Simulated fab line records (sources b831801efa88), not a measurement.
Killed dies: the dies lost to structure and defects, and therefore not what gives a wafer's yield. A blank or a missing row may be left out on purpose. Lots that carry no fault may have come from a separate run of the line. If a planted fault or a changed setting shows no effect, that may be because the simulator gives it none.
fab line records	flow sky130	part 1 of 2: steps 1 to 28 of 41
record: lots: 5	wafers: 15	last_day: 50
route steps=708 shown POLY_GATE@222 LDD_N@237 LDD_P@255
lots that met no fault: taken from a fault-free run of the same line
start_h: start of the lot's first displayed wafer, in hours after the record's first day	wait_h: how many hours have passed since the lot's step before this one	" as in the row above	L1.1+2: a row that stands for several wafers	- either no value or no given start	* or withheld: withheld	< > ~ a bound
route shown NAME@n: NAME is a module with steps in the file, n the number in the route of the first one	usual: mean and standard deviation over wafers with no fault	same: alike in all rows	chamber/n: place in a boat	sites: readings site by site	_std_site: the values' standard deviation	_edge_site: outer sites' mean less inner sites'	radius_mm: how far each site lies from the wafer's centre	mask NAME#n: copy n	behind: the most recent tool/chamber to have shaped the wafer	hold: why the lot went on hold/how many hours it stayed there/how the hold came to an end	device: transistor that didn't switch, given as n, p or np	end of line: tests of these same wafers at the route's end	a step given without rows: its recipe and nothing more	killed: not the wafer's yield, but the dies lost to structure and defects at the first sort	map: dies across one wafer; x = killed, . = not, _ = none there
set.NAME: the setting the step ran with; set.NAME@STEP: the setting that earlier step ran with	model.NAME: the simulator's own value behind a step, which no gauge read
lots seen at some steps along the route; tables by step, rows by wafer
services: a tool's chamber out of use, with start hour (start_h, from the record's first day; less than 0 if before it), hours out, and reason
== steps ==
step: SKY_POLY_GATE_COAT_08
recipe: resist: KrF-thick	spin_rpm: 3000	resist_thk_nm: 450
lot.wafer	tool	chamber	start_h	wait_h
L075.2+3+6	litho_track-01	0	-	-
L079.1+2+6	litho_track-03	0	-	-
L083.1+2+5	litho_track-01	0	-	-
L092.3+4+5	litho_track-02	0	-	-
L097.1+2+6	litho_track-02	0	-	-
step: SKY_POLY_GATE_SOFTBAKE_09
recipe: temp_c: 100	time_s: 90	resist: KrF-thick
lot.wafer	tool	chamber	start_h	wait_h
L075.2+3+6	litho_track-01	0	-	-
L079.1+2+6	litho_track-03	0	-	-
L083.1+2+5	litho_track-01	0	-	-
L092.3+4+5	litho_track-02	0	-	-
L097.1+2+6	litho_track-02	0	-	-
step: SKY_POLY_GATE_EXPOSE_10
recipe: mask_id: P1M	na: 0.68	source_shape: conventional	sigma_outer: 0.6	target_cd_nm: 150	dose_mj: 28
lot.wafer	tool	chamber	start_h	wait_h	mask
L075.2+3+6	krf_scanner-02	0	-	-	P1M#0
L079.1+2+6	krf_scanner-02	0	-	-	P1M#0
L083.1+2+5	krf_scanner-02	0	-	-	P1M#0
L092.3+4+5	krf_scanner-01	0	-	-	P1M#0
L097.1+2+6	krf_scanner-02	0	-	-	P1M#0
step: SKY_POLY_GATE_PEB_11
recipe: peb_temp_c: withheld	peb_time_s: withheld	resist: KrF-thick
lot.wafer	tool	chamber	start_h	wait_h
L075.2+3+6	litho_track-02	0	-	-
L079.1+2+6	litho_track-01	0	-	-
L083.1+2+5	litho_track-02	0	-	-
L092.3+4+5	litho_track-01	0	-	-
L097.1+2+6	litho_track-01	0	-	-
step: SKY_POLY_GATE_DEVELOP_12
recipe: develop_time_s: 60	resist: KrF-thick	dev_temp_c: 21
lot.wafer	tool	chamber	start_h	wait_h
L075.2+3+6	litho_track-02	0	-	-
L079.1+2+6	litho_track-01	0	-	-
L083.1+2+5	litho_track-02	0	-	-
L092.3+4+5	litho_track-01	0	-	-
L097.1+2+6	litho_track-01	0	-	-
step: SKY_POLY_GATE_CD_MEAS_13
recipe: target_cd_nm: 150
usual: cd_nm: 150.3/1.3
lot.wafer	tool	chamber	start_h	wait_h	cd_nm
L075.2	cd_sem-01	-	376.06	-	150.4
L075.3	"	-	"	"	150.4
L075.6	"	-	"	"	151.6
L079.1	cd_sem-02	-	412.13	-	149.2
L079.2	"	-	"	"	148.6
L079.6	"	-	"	"	148.8
L083.1	cd_sem-02	-	446.74	-	150.4
L083.2	"	-	"	"	150.1
L083.5	"	-	"	"	151.0
L092.3	cd_sem-02	-	532.27	-	151.8
L092.4	"	-	"	"	150.9
L092.5	"	-	"	"	150.7
L097.1	cd_sem-01	-	582.23	-	151.0
L097.2	"	-	"	"	150.2
L097.6	"	-	"	"	150.9
step: SKY_POLY_GATE_OVL_MEAS_14
usual: POLY_GATE_OVL: -1/5.3
lot.wafer	tool	chamber	start_h	wait_h	POLY_GATE_OVL[nm]
L075.2	overlay-02	-	376.16	0.1	-4
L075.3	"	-	"	"	3
L075.6	"	-	"	"	-4
L079.1	overlay-02	-	412.25	0.1	-7
L079.2	"	-	"	"	-3
L079.6	"	-	"	"	0
L083.1	overlay-01	-	446.86	0.1	8
L083.2	"	-	"	"	6
L083.5	"	-	"	"	4
L092.3	overlay-01	-	532.36	0.1	-7
L092.4	"	-	"	"	-8
L092.5	"	-	"	"	-8
L097.1	overlay-02	-	582.35	0.1	2
L097.2	"	-	"	"	5
L097.6	"	-	"	"	2
step: SKY_POLY_GATE_ETCH_15
recipe: chemistry: N2/H2	target: BARC	ion_energy_ev: 200	source_w: 500	bias_w: 100	pressure_mtorr: 30	n2_flow_sccm: 100	h2_flow_sccm: 200	stop_on: SiO2	time_s: 118.5	target_depth_a: 1100
usual: drypump_motor_current_A: 5.9/0.52	h2_flow_sccm: 200.1/0.6	oes_product_au: 0.716/0.0044	throttle_valve_pct: 13.212/0.0084
lot.wafer	tool	chamber	start_h	wait_h	drypump_motor_current_A	h2_flow_sccm	oes_product_au	rf_hours_counter_h	throttle_valve_pct
L075.2	rie_diel-01	1	376.19	0.0	5.7	201.3	0.715	4	13.225
L075.3	"	2	"	"	6.6	201.0	0.711	44	13.202
L075.6	"	1	"	"	5.7	200.7	0.712	-	13.211
L079.1	rie_diel-03	0	412.29	0.0	5.6	200.5	0.719	6	13.211
L079.2	"	1	"	"	5.3	200.9	0.716	88	13.204
L079.6	"	2	"	"	5.1	201.0	0.713	-	13.204
L083.1	rie_diel-04	3	446.89	0.0	6.1	200.2	0.713	25	13.218
L083.2	"	0	"	"	6.1	200.5	0.708	5	13.214
L083.5	"	2	"	"	6.5	199.9	0.716	-	13.233
L092.3	rie_diel-01	1	532.39	0.0	5.7	201.1	0.715	7	13.203
L092.4	"	3	"	"	5.8	200.9	0.711	3	13.214
L092.5	"	0	"	"	5.7	199.3	0.717	-	13.212
L097.1	rie_diel-01	1	582.39	0.0	5.7	199.5	0.716	8	13.211
L097.2	"	0	"	"	5.7	199.5	0.709	6	13.210
L097.6	"	2	"	"	6.5	200.1	0.712	-	13.219
step: SKY_POLY_GATE_ETCH_16
recipe: stop_on: poly-Si	chemistry: CH3F/O2	target: Si3N4	source_w: 400	bias_w: 80	pressure_mtorr: 25	ch3f_flow_sccm: 40	O2_flow_sccm: 30	time_s: 147.5	target_depth_a: 750
usual: drypump_motor_current_A: 5.9/0.52	oes_product_au: 0.640/0.0054	throttle_valve_pct: 10.534/0.009
lot.wafer	tool	chamber	start_h	wait_h	drypump_motor_current_A	oes_product_au	rf_hours_counter_h	throttle_valve_pct
L075.2	rie_diel-01	1	376.28	0.0	5.7	0.647	4	10.538
L075.3	"	2	"	"	6.5	0.644	44	10.539
L075.6	"	1	"	"	5.6	0.643	-	10.543
L079.1	rie_diel-03	0	412.37	0.0	5.6	0.644	6	10.531
L079.2	"	1	"	"	5.3	0.641	88	10.502
L079.6	"	2	"	"	5.1	0.640	-	10.521
L083.1	rie_diel-04	3	446.98	0.0	6.0	0.637	25	10.524
L083.2	"	0	"	"	6.1	0.639	5	10.529
L083.5	"	2	"	"	6.5	0.639	-	10.528
L092.3	rie_diel-01	1	532.47	0.0	5.7	0.638	7	10.536
L092.4	"	3	"	"	5.8	0.632	3	10.529
L092.5	"	0	"	"	5.7	0.631	-	10.527
L097.1	rie_diel-01	1	582.47	0.0	5.6	0.648	8	10.502
L097.2	"	0	"	"	5.7	0.643	6	10.527
L097.6	"	2	"	"	6.5	0.637	-	10.546
step: SKY_POLY_GATE_ETCH_17
recipe: target_depth_nm: 180	stop_on: SiO2	over_etch_frac: 0.56667	chemistry: HBr/Cl2	target: poly-Si	icp_w: 400	bias_w: 100	pressure_mtorr: 10	HBr_flow_sccm: 150	Cl2_flow_sccm: 50	time_s: 70.5
usual: drypump_motor_current_A: 5.52/0.29	he_backside_leak_sccm: 2.72/0.26	oes_product_au: 0.989/0.0065	throttle_valve_pct: 33.684/0.0087
lot.wafer	tool	chamber	start_h	wait_h	drypump_motor_current_A	he_backside_leak_sccm	oes_product_au	rf_hours_counter_h	throttle_valve_pct
L075.2	rie_si-02	2	376.38	0.0	5.47	2.76	0.997	5	33.678
L075.3	"	0	"	"	5.41	3.04	0.986	45	33.676
L075.6	"	1	"	"	5.37	2.97	1.006	-	33.678
L079.1	rie_si-01	2	412.47	0.0	6.25	2.79	0.990	4	33.681
L079.2	"	0	"	"	5.65	2.67	0.987	2	33.681
L079.6	"	1	"	"	5.45	2.45	0.980	-	33.691
L083.1	rie_si-02	2	447.07	0.0	5.46	2.72	0.990	5	33.688
L083.2	"	3	"	"	5.41	2.98	0.989	38	33.687
L083.5	"	2	"	"	5.49	2.79	0.980	-	33.696
L092.3	rie_si-01	2	532.57	0.0	6.25	2.52	0.994	5	33.669
L092.4	"	2	"	"	6.27	2.66	0.988	-	33.674
L092.5	"	1	"	"	5.45	2.54	0.981	-	33.684
L097.1	rie_si-02	1	582.57	0.0	5.38	2.86	0.992	6	33.675
L097.2	"	0	"	"	5.43	2.79	0.986	0	33.692
L097.6	"	2	"	"	5.49	3.06	0.980	-	33.685
step: SKY_POLY_GATE_STRIP_18
recipe: chemistry: O2/N2	power_w: 1400	pressure_mtorr: 1500	platen_temp_c: withheld	o2_flow_sccm: 3000	n2_flow_sccm: 300	overash_fraction: 0.5
usual: drypump_motor_current_A: 5.7/0.31	oes_product_au: 0.361/0.0051	strip_time_to_endpoint_s: 3.159/0.027
same: overash_fraction: 0.5
lot.wafer	tool	chamber	start_h	wait_h	drypump_motor_current_A	oes_product_au	rf_hours_counter_h	strip_time_to_endpoint_s
L075.2	plasma_asher-02	0	376.43	0.0	5.3	0.361	69	3.114
L075.3	"	0	"	"	5.3	0.367	-	3.149
L075.6	"	0	"	"	5.3	0.363	-	3.106
L079.1	plasma_asher-01	1	412.52	0.0	5.9	0.361	28	3.164
L079.2	"	0	"	"	6.1	0.361	28	3.202
L079.6	"	0	"	"	6.1	0.365	-	3.195
L083.1	plasma_asher-02	0	447.13	0.0	5.3	0.363	76	3.130
L083.2	"	1	"	"	5.4	0.351	76	3.148
L083.5	"	0	"	"	5.3	0.357	-	3.133
L092.3	plasma_asher-02	1	532.66	0.1	5.4	0.351	-	3.141
L092.4	"	0	"	"	5.3	0.358	-	3.136
L092.5	"	0	"	"	5.3	0.357	-	3.182
L097.1	plasma_asher-01	0	582.62	0.0	6.1	0.366	46	3.153
L097.2	"	1	"	"	5.9	0.365	46	3.185
L097.6	"	0	"	"	6.1	0.363	-	3.160
step: SKY_POLY_GATE_CLEAN_19
recipe: chemistry: SC1/SC2	mix: 1:4:20	temp_c: 70	time_s: 150	dry: n2_spin
lot.wafer	tool	chamber	start_h	wait_h
L075.2+3+6	wet_bench-01	3	376.53	0.1
L079.1+2+6	wet_bench-01	1	412.62	0.1
L083.1+2+5	wet_bench-04	2	447.23	0.1
L092.3+4+5	wet_bench-02	1	532.72	0.0
L097.1+2+6	wet_bench-02	0	582.72	0.1
step: SKY_POLY_GATE_OXIDATION_20
recipe: temp_c: 850	ambient: O2	stabilise_s: 600	purge_s: 300	target_thk_a: 40	ox_time_s: 899
usual: spike_tc_bottom_C: 869.1/1	tube_center_temp_C: 850/0.08	zone_power_top_pct: 33.8/0.47
lot.wafer	tool	chamber	start_h	wait_h	spike_tc_bottom_C	tube_center_temp_C	zone_power_top_pct
L075.2	furnace-02	0	378.17	1.6	868.3	850.03	34.1
L075.3	"	0	"	"	867.3	850.01	33.7
L075.6	"	0	"	"	868.4	850.01	33.3
L079.1	furnace-02	0	413.71	1.0	869.9	850.05	34.3
L079.2	"	0	"	"	870.1	850.08	33.9
L079.6	"	0	"	"	869.1	850.03	33.9
L083.1	furnace-01	0	449.29	2.0	868.8	850.06	34.0
L083.2	"	0	"	"	867.4	849.96	33.7
L083.5	"	0	"	"	869.4	850	32.7
L092.3	furnace-02	0	533.81	1.0	868.1	850.08	33.6
L092.4	"	0	"	"	869.5	849.99	34.3
L092.5	"	0	"	"	869.4	850.2	33.8
L097.1	furnace-02	0	582.77	0.0	870.6	849.92	34.2
L097.2	"	0	"	"	870.9	849.82	34.7
L097.6	"	0	"	"	869.4	849.93	34.8
step: SKY_POLY_GATE_THK_MEAS_21
recipe: reads: SiO2_of_POLY_GATE_OXIDATION_20
usual: POLY_GATE_OXIDATION_THK: 4.02/0.08
lot.wafer	tool	chamber	start_h	wait_h	POLY_GATE_OXIDATION_THK[nm]
L075.2	film_metro-03	-	379.43	0.0	3.80
L075.3	"	-	"	"	3.71
L075.6	"	-	"	"	3.80
L079.1	film_metro-01	-	414.96	0.0	3.92
L079.2	"	-	"	"	3.93
L079.6	"	-	"	"	3.87
L083.1	film_metro-04	-	450.54	0.0	4.02
L083.2	"	-	"	"	4.07
L083.5	"	-	"	"	4.04
L092.3	film_metro-03	-	535.08	0.0	4.03
L092.4	"	-	"	"	4.03
L092.5	"	-	"	"	3.93
L097.1	film_metro-04	-	584.02	0.0	4.01
L097.2	"	-	"	"	3.97
L097.6	"	-	"	"	4.00
step: SKY_POLY_GATE_CD_MEAS_22
usual: cd_nm: 150.1/1.9
lot.wafer	tool	chamber	start_h	wait_h	cd_nm
L075.2	cd_sem-01	-	379.51	0.1	150.2
L075.3	"	-	"	"	150.2
L075.6	"	-	"	"	150.2
L079.1	cd_sem-01	-	415.02	0.1	149.1
L079.2	"	-	"	"	146.5
L079.6	"	-	"	"	147.3
L083.1	cd_sem-01	-	450.60	0.1	150.1
L083.2	"	-	"	"	150.5
L083.5	"	-	"	"	149.8
L092.3	cd_sem-02	-	535.17	0.1	153.2
L092.4	"	-	"	"	153.7
L092.5	"	-	"	"	149.8
L097.1	cd_sem-01	-	584.08	0.1	151.4
L097.2	"	-	"	"	149.3
L097.6	"	-	"	"	153.9
step: SKY_LDD_N_DEHYDRATE_00
recipe: temp_c: 200	time_s: 60
lot.wafer	tool	chamber	start_h	wait_h
L075.2+3+6	litho_track-04	0	393.10	13.6
L079.1+2+6	litho_track-01	0	428.53	13.5
L083.1+2+5	litho_track-04	0	465.82	15.2
L092.3+4+5	litho_track-02	0	549.04	13.8
L097.1+2+6	litho_track-01	0	598.68	14.6
step: SKY_LDD_N_HMDS_01
recipe: prime_time_s: 60	prime_temp_c: 120
lot.wafer	tool	chamber	start_h	wait_h
L075.2+3+6	litho_track-04	0	393.25	0.1
L079.1+2+6	litho_track-01	0	428.68	0.1
L083.1+2+5	litho_track-04	0	465.97	0.1
L092.3+4+5	litho_track-02	0	549.19	0.1
L097.1+2+6	litho_track-01	0	598.83	0.1
step: SKY_LDD_N_COAT_02
recipe: resist: NOVOLAK	spin_rpm: 3000	resist_thk_nm: 300
lot.wafer	tool	chamber	start_h	wait_h
L075.2+3+6	litho_track-04	0	393.40	0.1
L079.1+2+6	litho_track-01	0	428.83	0.1
L083.1+2+5	litho_track-04	0	466.12	0.1
L092.3+4+5	litho_track-02	0	549.34	0.1
L097.1+2+6	litho_track-01	0	598.98	0.1
step: SKY_LDD_N_SOFTBAKE_03
recipe: temp_c: 90	time_s: 60	resist: NOVOLAK
lot.wafer	tool	chamber	start_h	wait_h
L075.2+3+6	litho_track-04	0	393.55	0.1
L079.1+2+6	litho_track-01	0	428.98	0.1
L083.1+2+5	litho_track-04	0	466.27	0.1
L092.3+4+5	litho_track-02	0	549.49	0.1
L097.1+2+6	litho_track-01	0	599.13	0.1
step: SKY_LDD_N_EXPOSE_04
recipe: mask_id: NTM	target_cd_nm: 840	na: 0.6	source_shape: conventional	sigma_outer: 0.6	dose_mj: 110
lot.wafer	tool	chamber	start_h	wait_h	mask
L075.2+3+6	iline_stepper-01	0	-	-	NTM#0
L079.1+2+6	iline_stepper-02	0	-	-	NTM#0
L083.1+2+5	iline_stepper-02	0	-	-	NTM#0
L092.3+4+5	iline_stepper-02	0	-	-	NTM#0
L097.1+2+6	iline_stepper-01	0	-	-	NTM#0
step: SKY_LDD_N_PEB_05
recipe: temp_c: withheld	time_s: *	resist: NOVOLAK
lot.wafer	tool	chamber	start_h	wait_h
L075.2+3+6	litho_track-04	0	-	-
L079.1+2+6	litho_track-04	0	-	-
L083.1+2+5	litho_track-04	0	-	-
L092.3+4+5	litho_track-02	0	-	-
L097.1+2+6	litho_track-04	0	-	-
step: SKY_LDD_N_DEVELOP_06
recipe: develop_time_s: 60	dev_temp_c: 23
lot.wafer	tool	chamber	start_h	wait_h
L075.2+3+6	litho_track-04	0	408.55	0.1
L079.1+2+6	litho_track-04	0	444.52	0.1
L083.1+2+5	litho_track-04	0	481.52	0.1
L092.3+4+5	litho_track-02	0	564.29	0.1
L097.1+2+6	litho_track-04	0	613.02	0.1
step: SKY_LDD_N_OVL_MEAS_07
usual: LDD_N_OVL: -0.5/1.6
lot.wafer	tool	chamber	start_h	wait_h	LDD_N_OVL[nm]
L075.2	overlay-01	-	408.68	0.1	0.7
L075.3	"	-	"	"	1.0
L075.6	"	-	"	"	0.5
L079.1	overlay-02	-	444.67	0.1	-1.0
L079.2	"	-	"	"	-1.7
L079.6	"	-	"	"	-0.8
L083.1	overlay-02	-	481.67	0.1	-0.4
L083.2	"	-	"	"	0.0
L083.5	"	-	"	"	-1.9
L092.3	overlay-02	-	564.40	0.1	-1.5
L092.4	"	-	"	"	-1.1
L092.5	"	-	"	"	-1.2
L097.1	overlay-02	-	613.17	0.1	1.2
L097.2	"	-	"	"	1.0
L097.6	"	-	"	"	0.7
step: SKY_LDD_N_IMPLANT_08
recipe: species: As	energy_kev: 20	dose_cm2: 7.5e+13	tilt_deg: withheld	rotation_deg: 23
usual: end_station_pressure_torr: 5.33e-06/2.9e-07
lot.wafer	tool	chamber	start_h	wait_h	end_station_pressure_torr
L075.2	implanter-04	0	408.73	0.0	4.83e-06
L075.3	"	0	"	"	4.66e-06
L075.6	"	0	"	"	5.06e-06
L079.1	implanter-04	0	444.71	0.0	5.65e-06
L079.2	"	0	"	"	5.52e-06
L079.6	"	0	"	"	5.61e-06
L083.1	implanter-04	0	481.71	0.0	5.77e-06
L083.2	"	0	"	"	5.61e-06
L083.5	"	0	"	"	5.22e-06
L092.3	implanter-01	0	564.47	0.1	5.7e-06
L092.4	"	0	"	"	5.11e-06
L092.5	"	0	"	"	5e-06
L097.1	implanter-04	0	613.21	0.0	5.04e-06
L097.2	"	0	"	"	5.29e-06
L097.6	"	0	"	"	5.13e-06
step: SKY_LDD_N_IMPLANT_09
recipe: species: As	energy_kev: 20	dose_cm2: 7.5e+13	tilt_deg: withheld	rotation_deg: 113
usual: end_station_pressure_torr: 5.28e-06/2.7e-07
lot.wafer	tool	chamber	start_h	wait_h	end_station_pressure_torr
L075.2	implanter-04	0	408.88	0.1	5.24e-06
L075.3	"	0	"	"	5.73e-06
L075.6	"	0	"	"	4.81e-06
L079.1	implanter-04	0	444.86	0.1	5.35e-06
L079.2	"	0	"	"	5.83e-06
L079.6	"	0	"	"	5.11e-06
L083.1	implanter-04	0	481.86	0.1	5.6e-06
L083.2	"	0	"	"	5.08e-06
L083.5	"	0	"	"	5.33e-06
L092.3	implanter-01	0	564.62	0.1	4.99e-06
L092.4	"	0	"	"	5.52e-06
L092.5	"	0	"	"	5.32e-06
L097.1	implanter-04	0	613.36	0.1	5.44e-06
L097.2	"	0	"	"	4.68e-06
L097.6	"	0	"	"	5.07e-06
step: SKY_LDD_N_IMPLANT_10
recipe: species: As	energy_kev: 20	dose_cm2: 7.5e+13	tilt_deg: withheld	rotation_deg: 203
usual: end_station_pressure_torr: 5.38e-06/2.8e-07
lot.wafer	tool	chamber	start_h	wait_h	end_station_pressure_torr
L075.2	implanter-04	0	409.03	0.1	4.94e-06
L075.3	"	0	"	"	5.15e-06
L075.6	"	0	"	"	5.77e-06
L079.1	implanter-04	0	445.01	0.1	5.38e-06
L079.2	"	0	"	"	5.26e-06
L079.6	"	0	"	"	5.19e-06
L083.1	implanter-04	0	482.01	0.1	5.02e-06
L083.2	"	0	"	"	5.55e-06
L083.5	"	0	"	"	5.3e-06
L092.3	implanter-01	0	564.77	0.1	5.91e-06
L092.4	"	0	"	"	5.28e-06
L092.5	"	0	"	"	5.22e-06
L097.1	implanter-04	0	613.51	0.1	5.6e-06
L097.2	"	0	"	"	5.46e-06
L097.6	"	0	"	"	5.29e-06
step: SKY_LDD_N_IMPLANT_11
recipe: species: As	energy_kev: 20	dose_cm2: 7.5e+13	tilt_deg: withheld	rotation_deg: 293
usual: end_station_pressure_torr: 5.31e-06/2.8e-07
lot.wafer	tool	chamber	start_h	wait_h	end_station_pressure_torr
L075.2	implanter-04	0	409.18	0.1	5.18e-06
L075.3	"	0	"	"	5.39e-06
L075.6	"	0	"	"	5.46e-06
L079.1	implanter-04	0	445.16	0.1	5.41e-06
L079.2	"	0	"	"	5.44e-06
L079.6	"	0	"	"	5e-06
L083.1	implanter-04	0	482.16	0.1	5.68e-06
L083.2	"	0	"	"	4.99e-06
L083.5	"	0	"	"	5.07e-06
L092.3	implanter-01	0	564.92	0.1	5.32e-06
L092.4	"	0	"	"	5.35e-06
L092.5	"	0	"	"	5.33e-06
L097.1	implanter-04	0	613.66	0.1	5.47e-06
L097.2	"	0	"	"	5.41e-06
L097.6	"	0	"	"	5.3e-06
step: SKY_LDD_N_IMPLANT_12
recipe: species: BF2	energy_kev: 50	dose_cm2: 5e+12	tilt_deg: 30	rotation_deg: 0
usual: end_station_pressure_torr: 4.99e-06/2.6e-07
lot.wafer	tool	chamber	start_h	wait_h	end_station_pressure_torr
L075.2	implanter-04	0	409.33	0.1	5.07e-06
L075.3	"	0	"	"	5.06e-06
L075.6	"	0	"	"	4.86e-06
L079.1	implanter-04	0	445.31	0.1	4.76e-06
L079.2	"	0	"	"	5.75e-06
L079.6	"	0	"	"	5.36e-06
L083.1	implanter-04	0	482.31	0.1	5.2e-06
L083.2	"	0	"	"	4.66e-06
L083.5	"	0	"	"	5.28e-06
L092.3	implanter-01	0	565.07	0.1	4.67e-06
L092.4	"	0	"	"	5.32e-06
L092.5	"	0	"	"	4.84e-06
L097.1	implanter-04	0	613.81	0.1	4.82e-06
L097.2	"	0	"	"	4.88e-06
L097.6	"	0	"	"	4.68e-06
